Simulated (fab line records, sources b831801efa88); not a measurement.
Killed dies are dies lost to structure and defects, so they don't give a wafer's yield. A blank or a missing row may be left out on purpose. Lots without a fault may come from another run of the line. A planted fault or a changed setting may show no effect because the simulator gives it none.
Which tool did it? | flow sky130 | 11 lots, 33 wafers sampled, at 4 steps of a route of 708

WHAT THE GAUGES READ, wafer by wafer
SKY_LDD_HVN_TW_MEAS_10.
lot  | measured     | on            | LDD_HVN_TW
L991 | day 20 12:14 | film_metro-02 | 1452 1450 1447
L995 | day 21 23:37 | film_metro-02 | 30 30 30 30 31 30
L996 | day 22 22:43 | film_metro-04 | 30 30 30 30 30 30
L997 | day 23 00:56 | film_metro-01 | 30 30 30 30 30 30
L998 | day 23 05:41 | film_metro-02 | 1448 1450 1455
L104 | day 25 03:17 | film_metro-01 | 1430 1432 1427
L105 | day 25 08:41 | film_metro-01 | 1421 1427 1432
L107 | day 26 09:21 | film_metro-04 | 1448 1451 1455
L108 | day 26 15:48 | film_metro-02 | 1445 1451 1450
L109 | day 26 20:48 | film_metro-01 | 1438 1436 1422
L110 | day 27 13:46 | film_metro-01 | 1438 1432 1440

WHICH TOOL RAN EACH LOT (tool, then ch and the chambers of the sampled wafers, then the start)
lot  | SKY_POLY_GATE_ETCH_16              | SKY_LDD_P_STRIP_10                   | SKY_LDD_HVN_STRIP_09
L991 | rie_diel-01 ch 0,1,3, day 16 12:37 | plasma_asher-04 ch 0,1, day 19 04:40 | plasma_asher-04 ch 0,1, day 20 12:08
L995 | rie_diel-02 ch 0,2,3, day 18 00:52 | plasma_asher-03 ch 1, day 20 16:40   | plasma_asher-02 ch 0, day 21 23:31
L996 | rie_diel-04 ch 0,1, day 18 23:31   | plasma_asher-04 ch 0, day 21 16:25   | plasma_asher-04 ch 0, day 22 22:37
L997 | rie_diel-02 ch 1,3, day 19 00:46   | plasma_asher-02 ch 0,1, day 21 18:22 | plasma_asher-04 ch 0,1, day 23 00:50
L998 | rie_diel-04 ch 1,2, day 19 05:28   | plasma_asher-03 ch 0,1, day 21 22:30 | plasma_asher-04 ch 0,1, day 23 05:35
L104 | rie_diel-02 ch 0,1,3, day 21 05:19 | plasma_asher-04 ch 0,1, day 23 20:47 | plasma_asher-02 ch 0,1, day 25 03:11
L105 | rie_diel-04 ch 0,1,2, day 21 11:03 | plasma_asher-02 ch 0,1, day 24 02:23 | plasma_asher-04 ch 0,1, day 25 08:35
L107 | rie_diel-02 ch 0,1,3, day 22 11:05 | plasma_asher-03 ch 0,1, day 25 02:50 | plasma_asher-02 ch 0,1, day 26 09:15
L108 | rie_diel-01 ch 0,1, day 22 19:07   | plasma_asher-04 ch 0,1, day 25 09:43 | plasma_asher-02 ch 0,1, day 26 15:41
L109 | rie_diel-01 ch 0,1,3, day 22 23:02 | plasma_asher-02 ch 0,1, day 25 15:05 | plasma_asher-01 ch 0,1, day 26 20:41
L110 | rie_diel-01 ch 1,2, day 23 15:34   | plasma_asher-02 ch 0,1, day 26 08:08 | plasma_asher-01 ch 0,1, day 27 13:41
- SKY_POLY_GATE_ETCH_16: etches Si3N4 in CH3F/O2, stops on poly-Si, time 147.5 s, target depth 75 nm.
- SKY_LDD_P_STRIP_10: strips in O2/N2.
- SKY_LDD_HVN_STRIP_09: strips in O2/N2.

THE ANSWER, worked out from the rows above alone
Rule: what is usual is taken from the lots themselves. Put in order of their means at a reading, lots are off if they are a third of the lots or fewer, leave a main group of 4 or more, and stand apart from it by a gap of 3 or more times the standard deviation of the main group's means; of several such gaps the widest counts. A main group whose means are all the same, to the digits that the tables above print for the reading, isn't used. A lot without any number at a reading at which 4 lots or more have one is off too. The other lots that the step has rows for count as sound.
Off: L995, L996, L997, at SKY_LDD_HVN_TW_MEAS_10 (LDD_HVN_TW). The main group: mean 1441, standard deviation 9.8.
A tool fits if, at a process step before that reading, it ran every lot that is off, and no sound lot after the first of them. The gauges at SKY_LDD_HVN_TW_MEAS_10 are tried like those tools. None of those tried fits.

WHAT THE SIMULATOR HAD PUT IN
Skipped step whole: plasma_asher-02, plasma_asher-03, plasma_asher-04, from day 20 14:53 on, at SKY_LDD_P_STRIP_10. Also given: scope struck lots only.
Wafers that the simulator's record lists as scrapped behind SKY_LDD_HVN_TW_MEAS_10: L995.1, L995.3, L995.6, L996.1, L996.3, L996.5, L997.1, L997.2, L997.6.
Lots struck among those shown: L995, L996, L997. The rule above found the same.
